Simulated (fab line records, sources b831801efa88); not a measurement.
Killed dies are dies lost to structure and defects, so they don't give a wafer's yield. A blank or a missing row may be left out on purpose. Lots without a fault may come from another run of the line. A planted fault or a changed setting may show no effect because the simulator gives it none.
Which tool did it? | flow gf180mcu | 11 lots, 33 wafers sampled, at 5 steps of a route of 602

WHAT THE GAUGES READ, wafer by wafer
GF_M3_RS_MEAS_05: measures by four-point-probe.
lot  | measured     | on            | M3_ALCU_RS (ohm/sq)
L857 | day 22 04:57 | film_metro-04 | 0.0705 0.0685 0.0693
L859 | day 22 17:28 | film_metro-01 | 0.0682 0.0691 0.0682
L861 | day 23 15:38 | film_metro-04 | 0.0705 0.0700 0.0706
L863 | day 24 04:50 | film_metro-04 | 0.0707 0.0703 0.0703
L865 | day 24 16:26 | film_metro-01 | 0.0705 0.0705 0.0693
L866 | day 25 00:16 | film_metro-02 | 0.0424 0.0424 0.0424
L867 | day 25 08:57 | film_metro-01 | 0.0426 0.0427 0.0429
L869 | day 25 21:35 | film_metro-01 | 0.0427 0.0425 0.0424
L872 | day 26 20:41 | film_metro-04 | 0.0696 0.0686 0.0682
L874 | day 27 14:59 | film_metro-04 | 0.0699 0.0713 0.0704
L875 | day 27 18:06 | film_metro-02 | 0.0699 0.0680 0.0696

WHICH TOOL RAN EACH LOT (tool, then ch and the chambers of the sampled wafers, then the start)
lot  | GF_M2_METAL_ETCH_16               | GF_V2_STRIP_18                       | GF_V2_SPUTTER_22             | GF_M3_SPUTTER_02
L857 | rie_metal-04 ch 0,1, day 21 01:55 | plasma_asher-04 ch 0,1, day 22 03:28 | pvd_sputter-04, day 22 04:06 | pvd_sputter-04, day 22 04:52
L859 | rie_metal-02 ch 0,1, day 21 14:29 | plasma_asher-04 ch 0,1, day 22 15:40 | pvd_sputter-04, day 22 16:37 | pvd_sputter-02, day 22 17:23
L861 | rie_metal-04 ch 0,1, day 22 13:43 | plasma_asher-04 ch 0,1, day 23 14:10 | pvd_sputter-02, day 23 14:46 | pvd_sputter-01, day 23 15:32
L863 | rie_metal-04 ch 0,1, day 23 02:49 | plasma_asher-03 ch 0,1, day 24 02:31 | pvd_sputter-03, day 24 03:08 | pvd_sputter-01, day 24 04:44
L865 | rie_metal-02 ch 1, day 23 15:05   | plasma_asher-03 ch 1, day 24 14:54   | pvd_sputter-04, day 24 15:31 | pvd_sputter-04, day 24 16:19
L866 | rie_metal-03 ch 0,1, day 23 23:25 | plasma_asher-04 ch 0,1, day 24 22:46 | pvd_sputter-04, day 24 23:24 | pvd_sputter-01, day 25 00:11
L867 | rie_metal-02 ch 0,1, day 24 07:38 | plasma_asher-02 ch 0,1, day 25 07:22 | pvd_sputter-03, day 25 07:58 | pvd_sputter-01, day 25 08:52
L869 | rie_metal-03 ch 1, day 24 21:46   | plasma_asher-04 ch 0,1, day 25 20:09 | pvd_sputter-03, day 25 20:44 | pvd_sputter-01, day 25 21:30
L872 | rie_metal-04 ch 0,1, day 25 20:25 | plasma_asher-02 ch 0,1, day 26 18:57 | pvd_sputter-02, day 26 19:32 | pvd_sputter-04, day 26 20:29
L874 | rie_metal-04 ch 0,1, day 26 14:52 | plasma_asher-03 ch 0,1, day 27 13:01 | pvd_sputter-04, day 27 14:08 | pvd_sputter-02, day 27 14:53
L875 | rie_metal-02 ch 0,1, day 26 18:14 | plasma_asher-02 ch 1, day 27 16:32   | pvd_sputter-04, day 27 17:15 | pvd_sputter-04, day 27 18:01
- GF_M2_METAL_ETCH_16: etches the open film in Cl2/BCl3, stops on SiO2, target depth 750.8 nm, time 125.1 s.
- GF_V2_STRIP_18: strips in O2/N2.
- GF_V2_SPUTTER_22: material TiN, target thk 10 nm, time 40 s.
- GF_M3_SPUTTER_02: material AlCu, target thk 450 nm, time 23.9 s.

THE ANSWER, worked out from the rows above alone
Rule: what is usual is taken from the lots themselves. Put in order of their means at a reading, lots are off if they are a third of the lots or fewer, leave a main group of 4 or more, and stand apart from it by a gap of 3 or more times the standard deviation of the main group's means; of several such gaps the widest counts. A main group whose means are all the same, to the digits that the tables above print for the reading, isn't used. A lot without any number at a reading at which 4 lots or more have one is off too. The other lots that the step has rows for count as sound.
Off: L866, L867, L869, at GF_M3_RS_MEAS_05 (M3_ALCU_RS). The main group: mean 0.0697 ohm/sq, standard deviation 0.00074.
A tool fits if, at a process step before that reading, it ran every lot that is off, and no sound lot after the first of them. The gauges at GF_M3_RS_MEAS_05 are tried like those tools. One fits: pvd_sputter-01 at GF_M3_SPUTTER_02. Its last sound lot is L863 (day 24 04:44), its first lot that is off L866 (day 25 00:11): a fault that began between those two fits.

WHAT THE SIMULATOR HAD PUT IN
Process parameter drift: pvd_sputter-01, from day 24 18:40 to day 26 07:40, at GF_M3_SPUTTER_02. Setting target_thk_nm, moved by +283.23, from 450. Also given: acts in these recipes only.
Lots struck among those shown: L866, L867, L869. The rule above found the same.
